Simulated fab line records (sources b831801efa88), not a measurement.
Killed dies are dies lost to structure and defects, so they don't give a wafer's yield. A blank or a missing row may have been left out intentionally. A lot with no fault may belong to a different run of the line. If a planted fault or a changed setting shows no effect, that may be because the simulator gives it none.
Chamber matching | flow sky130 | 4 sister chambers for SKY_CONTACT_ETCH_16 on rie-diel-02
The step etches BARC in N2/H2, stops on SiO2, time 45.9 s, target depth 60 nm. 7 wafers are shown with their chamber, then 8 later ones without.

WAFERS PAIRED WITH THEIR CHAMBERS
wafer  | chamber | chamber-pressure-mTorr (mTorr) | oes-product-au (a.u.)
L084.6 | 3       | 30.048                         | 0.858
L085.2 | 2       | 30.041                         | 0.854
L085.4 | 1       | 30.056                         | 0.858
L090.1 | 0       | 30.005                         | 0.859
L090.3 | 3       | 29.964                         | 0.846
L090.6 | 0       | 30.038                         | 0.854
L093.1 | 2       | 30.000                         | 0.847

WAFERS WHOSE CHAMBER IS MISSING
wafer  | chamber-pressure-mTorr (mTorr) | oes-product-au (a.u.)
L093.3 | 30.058                         | 0.853
L093.4 | 30.008                         | 0.859
L092.1 | 29.970                         | 0.849
L092.4 | 30.008                         | 0.855
L092.5 | 30.024                         | 0.854
L096.2 | 29.995                         | 0.859
L096.3 | 29.991                         | 0.853
L096.5 | 29.989                         | 0.855

EACH ONE'S CHAMBER
wafer  | from the rows above               | in truth
L093.3 | can't be placed: 1 or 2 or 0 or 3 | 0
L093.4 | can't be placed: 0 or 3 or 1 or 2 | 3
L092.1 | can't be placed: 3 or 2 or 0 or 1 | 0
L092.4 | can't be placed: 0 or 3 or 2 or 1 | 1
L092.5 | can't be placed: 0 or 3 or 2 or 1 | 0
L096.2 | can't be placed: 0 or 3 or 1 or 2 | 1
L096.3 | can't be placed: 3 or 2 or 0 or 1 | 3
L096.5 | can't be placed: 3 or 0 or 2 or 1 | 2
Placed correctly: 0 of 8. Can't be placed from these rows: 8 (the true chamber is among the candidates in 8). Placed wrongly: 0.
How it was worked out, from the rows above alone: a wafer's distance from a chamber is the root of the sum, over the readings, of the square of ((its reading less the chamber's mean) divided by the reading's scatter). If the next closest chamber is less than 2 further off than the closest, the wafer can't be placed; otherwise it belongs to the closest. A chamber's mean is the mean of its shown wafers. How the scatter is found: for the shown wafers, subtract from each reading the mean of its chamber, square and add these, divide the total by (wafers less chambers), then take the root.
